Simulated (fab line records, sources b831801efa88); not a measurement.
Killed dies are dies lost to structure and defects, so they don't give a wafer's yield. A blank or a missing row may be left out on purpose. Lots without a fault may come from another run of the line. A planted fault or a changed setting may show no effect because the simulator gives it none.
Problem report in the 8D (eight disciplines) form, filled by code | flow sky130 | the parts of the form that need people (team, actions taken, sign-off) are left out

1. THE PROBLEM
beam_energy_keV at SKY_LDD_HVN_IMPLANT_08 reads a mean of 62.098 on 9 wafers of 3 lots; wafers without a fault read 59.996 with a standard deviation of 0.02. That is +99 or more standard deviations from the usual mean.
First seen on wafer L117.2, day 24 06:53, on implanter-01. The record holds 39 wafers of 13 lots with a number at this step. Rule for "out", or "out of limits": more than 4 standard deviations from the usual mean. The other wafers with a number count as sound.

2. WHAT IT IS AND WHAT IT IS NOT
question                    | is                     | is not
which readings at this step | beam_energy_keV        | -
which lots                  | L117, L118, L122       | L107, L109, L111, L113, L114, L115, L127, L128, L129, L130
which wafers of those lots  | all that have a number | -
read on which tools         | implanter-01           | implanter-03, implanter-04
when                        | from day 24 06:53      | up to then (18 sound wafers); but 12 sound wafers of L127, L128, L129, L130 came after

3. SUSPECTS, AND WHAT RULES EACH OUT
Counting: a tool at a process step up to the reading stays a suspect if it ran every lot that is out and no sound lot after the first of them.
- implanter-01 at SKY_LDD_HVN_IMPLANT_08: kept. It ran every lot that is out, first L117 (day 24 06:53), and no sound lot after that; its last sound lot up to then is L115 (day 24 01:21). Its own readings are out on those wafers: beam_energy_keV.
Left after counting: implanter-01 at SKY_LDD_HVN_IMPLANT_08.

4. THE CAUSE (what the simulator had put in)
Process parameter drift: implanter-01, from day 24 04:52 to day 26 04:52, at SKY_LDD_HVN_IMPLANT_08. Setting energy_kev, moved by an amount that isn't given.
Counting left only this tool.

5. THE CHAIN OF EFFECTS, in route order
Each row: a reading whose mean over the struck wafers that have a number lies more than 3 standard deviations from the usual. Only readings for which the record gives a usual standard deviation are gone through. hours: the time from each lot's start at the first step in this table that gives one to its start at this step, as a median over the lots. sigmas: the change in usual standard deviations.
hours | step                   | reading         | usual  | on struck wafers | change | sigmas
0     | SKY_LDD_HVN_IMPLANT_08 | beam_energy_keV | 59.996 | 62.098           | +2.102 | +99 or more
The process steps in it:
- SKY_LDD_HVN_IMPLANT_08

6. WHAT WOULD HAVE CAUGHT IT SOONER
In this record the first reading out of limits was taken at day 24 06:53, 2 hours after the fault began at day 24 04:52.
